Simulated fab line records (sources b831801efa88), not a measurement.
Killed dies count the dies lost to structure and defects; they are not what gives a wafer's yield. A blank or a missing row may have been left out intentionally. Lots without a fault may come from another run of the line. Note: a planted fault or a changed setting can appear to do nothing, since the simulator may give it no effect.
One fault seen from 2 desks	flow gf180mcu	every desk sees just its own numbers, and what lay behind them comes last

## FOR THE TOOL OWNER'S DESK: plasma-asher-04
The tool's own readings at GF_VT_IMPLANT_STRIP_31 (strips in O2/N2): means of the sampled wafers that have a number, for each lot that ran on this tool. A lot is out of limits, marked OUT, if its mean lies more than 4 standard deviations from the usual mean; the brackets give that distance.
Columns: A = drypump-motor-current-A at GF_VT_IMPLANT_STRIP_31, usual 5.7 A; B = heater-power-w at GF_VT_IMPLANT_STRIP_31, usual 329 W; C = oes-product-au at GF_VT_IMPLANT_STRIP_31, usual 0.717 a.u.; D = strip-time-to-endpoint-s at GF_VT_IMPLANT_STRIP_31, usual 12.62 s
lot	first seen here	A	B	C	D
L303	day 7 20:57	6.0	303	0.719	12.61
L308	day 9 11:41	6.0	303	0.717	12.62
L313	day 10 17:33	6.1	301	0.721	12.62
L316	day 11 14:37	5.8	299	0.944 (+49) OUT	-
This desk finds L316 out of limits, L316 being first, at day 11 14:37 (oes-product-au at GF_VT_IMPLANT_STRIP_31). L303, L308, L313 stayed within limits.

## THE METROLOGY DESK
What the gauges read, lot by lot, whatever tool the lot ran on: means of the sampled wafers that have a number. A lot is out of limits, marked OUT, if its mean lies more than 4 standard deviations from the usual mean; the brackets give that distance.
Columns: A = MVSD_OVL at GF_MVSD_OVL_MEAS_07, usual -0.3 nm; B = VT_IMPLANT_TW at GF_VT_IMPLANT_TW_MEAS_10, usual 565; C = VT_IMPLANT_4_TW at GF_VT_IMPLANT_TW_MEAS_43, usual 694
lot	first seen here	A	B	C
L300	day 4 16:27	-1.8	572	691
L302	day 5 02:56	1.1	571	699
L303	day 5 07:25	0.5	565	700
L305	day 5 20:02	1.3	571	687
L307	day 6 07:58	1.2	566	688
L308	day 6 17:32	-1.1	563	685
L310	day 7 06:20	-1.0	569	694
L312	day 7 15:27	-0.6	563	692
L313	day 7 19:20	-1.0	565	693
L314	day 8 02:14	0.6	563	686
L316	day 8 14:40	-0.4	559	30 (-99 or more) OUT
L317	day 8 18:30	-0.9	559	702
Per this desk, out of limits: L316; the first was L316, day 12 10:20 (VT_IMPLANT_4_TW at GF_VT_IMPLANT_TW_MEAS_43). L300, L302, L303, L305, L307, L308, L310, L312, L313, L314, L317 stayed within limits.

## BROUGHT TOGETHER
An alarm could have come from the tool owner's desk at day 11 14:37, on L316.
The metrology desk could have raised an alarm at day 12 10:20, on L316.
Every lot named ran GF_VT_IMPLANT_STRIP_31 on plasma-asher-04.

## WHAT THE SIMULATOR PUT IN
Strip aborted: plasma-asher-04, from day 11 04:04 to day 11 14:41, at GF_VT_IMPLANT_STRIP_31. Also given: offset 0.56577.
Struck lots among those shown: L316.
Hours from the fault's start to each desk's first reading out of limits: the tool owner's desk, 11; the metrology desk, 30.
